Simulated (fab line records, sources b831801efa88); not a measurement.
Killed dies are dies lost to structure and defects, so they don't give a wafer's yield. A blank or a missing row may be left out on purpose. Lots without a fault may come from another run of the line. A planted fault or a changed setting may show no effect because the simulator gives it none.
Which tool did it? | flow gf180mcu | 12 lots, 36 wafers sampled, at 6 steps of a route of 602

WHAT THE GAUGES READ, wafer by wafer
GF_CONTACT_BOW_MEAS_05. Usual: CONTACT_BOW 65 um, standard deviation 6.6.
lot  | measured     | on            | CONTACT_BOW (um) | flag
L444 | day 15 10:05 | film_metro-04 | 56 67 56         |
L445 | day 15 20:20 | film_metro-03 | 76 67 61         |
L447 | day 16 17:16 | film_metro-01 | 63 52 68         |
L449 | day 17 00:31 | film_metro-04 | 67 61 64         |
L450 | day 17 09:25 | film_metro-03 | 64 58 63         |
L451 | day 17 20:16 | film_metro-03 | 55 64 56         |
L452 | day 17 21:34 | film_metro-03 | 62 59 66         |
L454 | day 18 19:01 | film_metro-01 | 59 62 65         |
L455 | day 19 03:29 | film_metro-04 | 77 56 51         |
L458 | day 20 07:54 | film_metro-03 | 71 73 68         |
L460 | day 20 23:58 | film_metro-04 | 71 56 74         |
L467 | day 23 07:11 | film_metro-01 | 66 65 62         |

GF_CONTACT_CD_MEAS_14: target cd 220 nm. Usual: cd_nm 220.0 nm, standard deviation 1.4.
lot  | measured     | on        | cd_nm (nm)        | flag
L444 | day 16 08:07 | cd_sem-02 | 220.1 220.1 220.4 |
L445 | day 16 18:37 | cd_sem-01 | 220.8 219.4 221.0 |
L447 | day 17 15:58 | cd_sem-01 | 221.4 221.9 221.1 |
L449 | day 18 00:01 | cd_sem-01 | 217.2 217.3 218.2 |
L450 | day 18 08:41 | cd_sem-01 | 220.3 219.5 219.3 |
L451 | day 18 19:19 | cd_sem-02 | 223.2 220.9 223.0 |
L452 | day 18 20:54 | cd_sem-01 | 221.7 221.1 223.1 |
L454 | day 19 20:07 | cd_sem-01 | 220.8 219.8 219.6 |
L455 | day 20 05:02 | cd_sem-01 | 217.2 217.0 218.3 |
L458 | day 21 08:11 | cd_sem-02 | 220.3 221.2 220.5 |
L460 | day 21 23:52 | cd_sem-01 | 219.9 220.9 219.0 |
L467 | day 24 06:01 | cd_sem-01 | 217.7 218.7 219.2 |

GF_M1_RS_MEAS_05: measures by four-point-probe. Usual: M1_ALCU_RS 0.0696 ohm/sq, standard deviation 0.00082.
lot  | measured     | on            | M1_ALCU_RS (ohm/sq)  | flag
L444 | day 16 09:46 | film_metro-02 | 0.0698 0.0695 0.0702 |
L445 | day 16 20:08 | film_metro-02 | 0.0696 0.0692 0.0693 |
L447 | day 17 17:30 | film_metro-03 | 0.0708 0.0704 0.0694 |
L449 | day 18 01:32 | film_metro-04 | 0.0680 0.0686 0.0679 |
L450 | day 18 10:28 | film_metro-03 | 0.0683 0.0704 0.0701 |
L451 | day 18 20:50 | film_metro-03 | 0.0700 0.0686 0.0690 |
L452 | day 18 22:31 | film_metro-04 | 0.0698 0.0699 0.0693 |
L454 | day 19 21:38 | film_metro-03 | 0.0694 0.0693 0.0700 |
L455 | day 20 06:33 | film_metro-03 | 0.0697 0.0699 0.0699 |
L458 | day 21 09:42 | film_metro-02 | 0.0702 0.0630 0.0703 |
L460 | day 22 01:23 | film_metro-02 | 0.0641 0.0709 0.0712 |
L467 | day 24 07:32 | film_metro-03 | 0.0685 0.0685 0.0687 |

GF_M1_THK_MEAS_06: measures by xrf. Usual: M1_ALCU_THK 448 nm, standard deviation 6.4.
lot  | measured     | on            | M1_ALCU_THK (nm) | flag
L444 | day 16 09:53 | film_metro-02 | 448 448 443      |
L445 | day 16 20:16 | film_metro-02 | 450 453 449      |
L447 | day 17 17:35 | film_metro-03 | 434 439 445      |
L449 | day 18 01:38 | film_metro-04 | 466 460 464      |
L450 | day 18 10:34 | film_metro-03 | 453 438 442      |
L451 | day 18 20:57 | film_metro-03 | 445 454 448      |
L452 | day 18 22:37 | film_metro-04 | 451 454 454      |
L454 | day 19 21:45 | film_metro-03 | 445 447 443      |
L455 | day 20 06:40 | film_metro-03 | 444 445 445      |
L458 | day 21 09:49 | film_metro-02 | 448 494 444      |
L460 | day 22 01:30 | film_metro-02 | 485 437 439      |
L467 | day 24 07:39 | film_metro-03 | 453 450 449      |

WHICH TOOL RAN EACH LOT (tool, then ch and the chambers of the sampled wafers, then the start)
lot  | GF_CONTACT_CVD_02               | GF_M1_SPUTTER_02
L444 | pecvd-03 ch 1,2, day 15 09:40   | pvd_sputter-02, day 16 09:41
L445 | pecvd-01 ch 0,1,2, day 15 19:55 | pvd_sputter-04, day 16 20:03
L447 | pecvd-03 ch 0,1,2, day 16 16:49 | pvd_sputter-01, day 17 17:21
L449 | pecvd-04 ch 0,2, day 17 00:02   | pvd_sputter-01, day 18 01:25
L450 | pecvd-03 ch 0,1,2, day 17 08:58 | pvd_sputter-01, day 18 10:21
L451 | pecvd-01 ch 0,2, day 17 19:50   | pvd_sputter-01, day 18 20:44
L452 | pecvd-04 ch 0,1,2, day 17 21:05 | pvd_sputter-04, day 18 22:23
L454 | pecvd-01 ch 0,2, day 18 18:35   | pvd_sputter-01, day 19 21:32
L455 | pecvd-03 ch 0,2, day 19 03:02   | pvd_sputter-04, day 20 06:26
L458 | pecvd-01 ch 1,2, day 20 07:28   | pvd_sputter-04, day 21 09:37
L460 | pecvd-04 ch 0,1,2, day 20 23:32 | pvd_sputter-04, day 22 01:17
L467 | pecvd-04 ch 0,2, day 23 06:45   | pvd_sputter-04, day 24 07:26
- GF_CONTACT_CVD_02: deposits SiO2 from TEOS, target thk 860 nm, time 95.992 s.
- GF_M1_SPUTTER_02: material AlCu, target thk 450 nm, time 23.9 s.

WHAT THE TOOLS THEMSELVES READ (means of the sampled wafers that have a number; where no wafer has one, the mark that the record gives instead)
GF_CONTACT_CVD_02. Usual: heater_power_outer_w 417 W, standard deviation 85; heater_power_w 702 W, standard deviation 110.
lot  | tool     | heater_power_outer_w (W) | heater_power_w (W) | flag
L444 | pecvd-03 | 303                      | 549                |
L445 | pecvd-01 | 416                      | 715                |
L447 | pecvd-03 | 303                      | 568                |
L449 | pecvd-04 | 509                      | 746                |
L450 | pecvd-03 | 320                      | 593                |
L451 | pecvd-01 | 437                      | 729                |
L452 | pecvd-04 | 417                      | 670                |
L454 | pecvd-01 | 482                      | 789                |
L455 | pecvd-03 | 349                      | 648                |
L458 | pecvd-01 | 433                      | 761                |
L460 | pecvd-04 | 455                      | 708                |
L467 | pecvd-04 | 435                      | 677                |

GF_M1_SPUTTER_02. Usual: cathode_dc_power_W 10600 W, standard deviation 1.7; throttle_valve_pct 29.8 %, standard deviation 0.88.
lot  | tool           | cathode_dc_power_W (W) | throttle_valve_pct (%) | flag
L444 | pvd_sputter-02 | 10600                  | 30.0                   |
L445 | pvd_sputter-04 | 10601                  | 29.1                   |
L447 | pvd_sputter-01 | 10600                  | 30.0                   |
L449 | pvd_sputter-01 | 10600                  | 29.1                   |
L450 | pvd_sputter-01 | 10599                  | 30.4                   |
L451 | pvd_sputter-01 | 10601                  | 30.2                   |
L452 | pvd_sputter-04 | 10600                  | 29.0                   |
L454 | pvd_sputter-01 | 10601                  | 30.3                   |
L455 | pvd_sputter-04 | 10600                  | 28.9                   |
L458 | pvd_sputter-04 | 10599                  | 29.1                   |
L460 | pvd_sputter-04 | 10599                  | 29.7                   |
L467 | pvd_sputter-04 | 10600                  | 29.0                   |

THE ANSWER, worked out from the rows above alone
Rule: a lot is off if the mean of its wafers that have a number lies more than 3 standard deviations from the usual mean. A lot without any number at a reading at which 4 lots or more have one is off too. The other lots that the step has rows for count as sound. The gauges are gone through in route order, then the tools' own readings, and for those a lot's mean is taken as printed above. The first step at which some lot is off is used, and at that step the reading that is off furthest; a lot without a number counts as furthest.
No lot is off at any reading shown: from this, nothing can be told.

WHAT THE SIMULATOR HAD PUT IN
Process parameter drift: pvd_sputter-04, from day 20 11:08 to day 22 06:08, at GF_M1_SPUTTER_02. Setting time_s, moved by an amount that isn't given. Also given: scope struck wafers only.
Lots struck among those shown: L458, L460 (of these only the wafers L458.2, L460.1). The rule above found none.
